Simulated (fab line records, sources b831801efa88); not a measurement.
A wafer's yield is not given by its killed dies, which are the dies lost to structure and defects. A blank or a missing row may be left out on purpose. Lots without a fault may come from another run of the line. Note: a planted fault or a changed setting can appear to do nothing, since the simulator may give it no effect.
A struck lot beside a sound one || flow gf180mcu || 18 out of 602 route steps
Sound: the wafers L560.1, L560.4, L560.5. Wafers struck: L567.1, L567.4, L567.6. The cause is named last.
Order at every step that has rows: each side's tool, ch and its chambers, its first start. Under that, the readings that differ: sound wafers || struck wafers || difference of the means || sigmas: that difference in standard deviations of wafers without a fault.
alike: readings with means less than 2 such deviations apart, plus words and numbers identical on both sides. not compared: withheld readings, readings lacking a value on some wafer, bounds such as >300 that could conceal the same value, and numbers that have no deviation in the record and whose values overlap.
Wherever a step has rows on one side only, a row that says differs or no value, or a row with sigmas, the two part there. Numbers that have no deviation but don't overlap get no sigmas and don't part them. Lack of a reading on every wafer of one side parts them only where that side has two or more wafers.

GF_HV_LDD_CD_MEAS_31: the cd target is 400 nm.
  struck on cdSem-01, day 16 11:53; sound on cdSem-01, day 14 05:46
{"reading": "cdNm (nm)", "sound": "394.8 393.7 396.0", "struck": "402.8 400.8 405.2", "difference": "+8.1", "sigmas": "+4"}
GF_HV_LDD_OVL_MEAS_32:
  struck on overlay-02, day 16 12:00; sound on overlay-01, day 14 05:53
  alike: HV_LDD_02_OVL
then, 4 steps without rows for these wafers: GF_HV_LDD_IMPLANT_33; GF_HV_LDD_IMPLANT_34; GF_HV_LDD_IMPLANT_35; GF_HV_LDD_IMPLANT_36.
GF_HV_LDD_STRIP_37: strips in O2/N2.
  sound on plasmaAsher-03 ch 0, day 14 06:31; struck on plasmaAsher-02 ch 1, day 16 12:38
  alike: chamberPressureMTorr, drypumpMotorCurrentA, heaterPowerW, oesProductAu, platenTempC, stripTimeToEndpointS
  not compared: rfHoursCounterH
GF_HV_LDD_TW_MEAS_38:
  struck on filmMetro-01, day 16 12:44; sound on filmMetro-04, day 14 06:37
  alike: HV_LDD_3_TW
then, 4 steps without rows for these wafers: GF_HV_LDD_DEHYDRATE_39 (time 60 s); GF_HV_LDD_HMDS_40 (prime time 60 s); GF_HV_LDD_COAT_41 (resist thk 1000 nm); GF_HV_LDD_SOFTBAKE_42 (time 60 s).
GF_HV_LDD_EXPOSE_43: exposes mask Pplus HV AREA, target cd 400 nm.
  sound on ilineStepper-02 ch 0, day 14 17:06; struck on ilineStepper-01 ch 0, day 17 00:06
{"reading": "exposureDoseMJCm2", "sound": "139.96 140.05 139.95", "struck": "96.09 96.18 96.08", "difference": -43.87, "sigmas": "-99 or more"}
  alike: mask
then, 2 steps without rows for these wafers: GF_HV_LDD_PEB_44; GF_HV_LDD_DEVELOP_45 (develop time 60 s).
GF_HV_LDD_CD_MEAS_46: the cd target is 400 nm.
  struck on cdSem-01, day 17 11:09; sound on cdSem-01, day 15 03:30
{"reading": "cdNm (nm)", "sound": "401.8 399.2 400.7", "struck": "293.1 289.5 291.3", "difference": -109.3, "sigmas": -38}
GF_HV_LDD_OVL_MEAS_47:
  struck on overlay-02, day 17 11:16; sound on overlay-02, day 15 03:37
  alike: HV_LDD_03_OVL
GF_PASSIVATION_PROBE_99:
  rows exist in the record for the sound wafers here (prober-01, day 31 12:17), none for the struck ones

== WHERE THEY PART ==
Earliest at GF_HV_LDD_CD_MEAS_31; latest, in this record, at GF_PASSIVATION_PROBE_99.

WHY: what the simulator had put in
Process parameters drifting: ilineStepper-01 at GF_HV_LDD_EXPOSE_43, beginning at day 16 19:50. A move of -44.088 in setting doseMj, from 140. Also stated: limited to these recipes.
